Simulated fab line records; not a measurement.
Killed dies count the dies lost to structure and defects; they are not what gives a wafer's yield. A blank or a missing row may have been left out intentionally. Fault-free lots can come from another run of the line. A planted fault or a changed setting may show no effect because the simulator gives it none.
Matching of chambers	flow sfq-line	SFQ_TRILAYER_I3_DEP_PECVD_081 on pecvd-02 has 3 sister chambers
The step deposits SiO2 from SiH4/N2O, time 111.11 s, target thk 500 nm. 3 wafers are shown with their chamber, then 7 later ones without.

## WAFERS PAIRED WITH THEIR CHAMBERS
wafer	chamber	throttle-valve-pct (%)
L374.2	2	23.8
L388.3	0	24.8
L388.5	1	27.3

## WAFERS WITH NO CHAMBER GIVEN
wafer	throttle-valve-pct (%)
L388.6	24.4
L389.1	27.3
L389.2	24.9
L389.5	24.6
L390.2	27.1
L390.3	24.5
L390.6	27.5

## WHICH CHAMBER EACH ONE RAN IN
wafer	from the rows above	in truth
L388.6	can't be placed: 0 or 2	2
L389.1	1	1
L389.2	0	0
L389.5	0	0
L390.2	1	1
L390.3	can't be placed: 0 or 2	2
L390.6	1	1
Placed correctly: 5 of 7. From these rows, 2 cannot be placed; in 2 the true chamber is one of the candidates. Number placed wrongly: 0.
How it was worked out, from the rows above alone: a wafer's distance from a chamber is the root of the sum, over the readings, of the square of ((its reading less the chamber's mean) divided by the reading's scatter). The wafer belongs to the nearest chamber; if the next one is less than 2 further off, it can't be placed. A chamber's mean is the mean of its shown wafers. The scatter: with one shown wafer a chamber, the root of the mean of the squares of how far each hidden wafer lies from its nearest shown one.
